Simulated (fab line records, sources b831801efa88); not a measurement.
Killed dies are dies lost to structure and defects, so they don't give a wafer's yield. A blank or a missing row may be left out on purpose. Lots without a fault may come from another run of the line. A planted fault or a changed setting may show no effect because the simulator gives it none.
A struck lot beside a sound one | flow sfq_line | 15 steps out of a route of 325
Sound: wafers L535.1, L535.3, L535.6. Struck: wafer L530.2. (L530.3, L530.5 of the same lot were not struck and are left out.) The cause comes at the end.
At each step with rows: each side's tool, then ch and its chambers, then its first start. Under that, the readings that differ: sound wafers | struck wafers | difference of the means | sigmas: that difference in standard deviations of wafers without a fault.
alike: readings whose means differ by less than 2 such deviations, and words and numbers that are the same on both sides. not compared: withheld readings, readings that some wafer has no value for, bounds like >300 that may hide the same value, and numbers for which the record gives no deviation and whose values overlap.
The two part at a step that has a row with sigmas, a row that says differs or no value, or rows on one side only. Numbers that don't overlap but have no deviation are shown without sigmas and don't part them. A reading that every wafer of one side lacks parts them only if that side has two wafers or more.

first, 1 step without rows for these wafers: SFQ_TRILAYER_M7_STRIP_SOLV_CLEAN_182 (cleans in NMP, time 600 s).
SFQ_TRILAYER_I7_DEP_PECVD_183: deposits SiO2 from SiH4/N2O, time 111.11 s, target thk 500 nm.
  sound on pecvd-03 ch 0,1,2, day 80 12:01; struck on pecvd-01 ch 2, day 79 04:50
  alike: heater_power_w, throttle_valve_pct
SFQ_TRILAYER_I7_CMP_CMP_184: polishes SiO2.
  sound on cmp-02 ch 1,2,3, day 80 13:12; struck on cmp-01 ch 0, day 79 05:55
  alike: motor_current_A, platen_rpm, slurry_flow_ml_min, time_to_endpoint_s
SFQ_I7_BOW_MEAS_946:
  sound on film_metro-03, day 80 15:42; struck on film_metro-03, day 79 07:56
  alike: I7_BOW
SFQ_TRILAYER_I7_METRO_MEASURE_185:
  sound on film_metro-03, day 80 15:49; struck on film_metro-03, day 79 08:14
  alike: thk_nm
then, 6 steps without rows for these wafers: SFQ_TRILAYER_I7_VIA_LITHO_COAT_192 (resist thk 62 nm); SFQ_TRILAYER_I7_VIA_LITHO_COAT_187 (resist thk 650 nm); SFQ_TRILAYER_I7_VIA_LITHO_SOFTBAKE_191; SFQ_TRILAYER_I7_VIA_LITHO_EXPOSE_188 (exposes mask I7, target cd 1000 nm); SFQ_TRILAYER_I7_VIA_LITHO_PEB_190 (peb time 60 s); SFQ_TRILAYER_I7_VIA_LITHO_DEVELOP_189 (time 60 s).
SFQ_I7_OVL_MEAS_947:
  sound on overlay-01, day 84 15:24; struck on overlay-01, day 79 11:29
  alike: I7_OVL
SFQ_TRILAYER_I7_VIA_BARC_OPEN_VIA_ETCH_260: etches BARC in O2, target depth 125 nm, time 41.7 s.
  sound on rie_diel-04 ch 2,3, day 84 15:26; struck on rie_diel-01 ch 3, day 79 11:31
  reading                                                 | sound             | struck | difference | sigmas
  bias_w (W)                                              | 80.07 79.94 79.98 | 60.71  | -19.29     | -88
  model.KrF_of_TRILAYER_I7_VIA_LITHO_COAT_187.thk_nm (nm) | 573.1 570.8 571.8 | 574.3  | +2.4       |
  alike: drypump_motor_current_A, oes_product_au
  not compared: rf_hours_counter_h
SFQ_TRILAYER_I7_VIA_ETCH_VIA_ETCH_190: etches SiO2 in CHF3, stops on Nb, target depth 260 nm.
  sound on rie_diel-04 ch 2,3, day 84 15:28; struck on rie_diel-01 ch 3, day 79 11:34
  alike: bias_w, drypump_motor_current_A, oes_product_au
  not compared: model.KrF_of_TRILAYER_I7_VIA_LITHO_COAT_187.thk_nm
SFQ_TRILAYER_I7_VIA_STRIP_STRIP_191: strips in O2.
  sound on rie_metal-04 ch 0,1, day 84 15:35; struck on rie_metal-04 ch 0, day 79 11:40
  alike: drypump_motor_current_A, oes_product_au
  not compared: rf_hours_counter_h

WHERE THEY PART
Only at SFQ_TRILAYER_I7_VIA_BARC_OPEN_VIA_ETCH_260, within this record. Later steps at which nothing parts them and some readings are alike: SFQ_TRILAYER_I7_VIA_ETCH_VIA_ETCH_190, SFQ_TRILAYER_I7_VIA_STRIP_STRIP_191.

WHY: what the simulator had put in
Process parameter drift: rie_diel-01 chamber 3, from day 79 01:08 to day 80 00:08, at SFQ_TRILAYER_I7_VIA_BARC_OPEN_VIA_ETCH_260. Setting bias_w, moved by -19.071, from 80. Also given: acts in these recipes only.
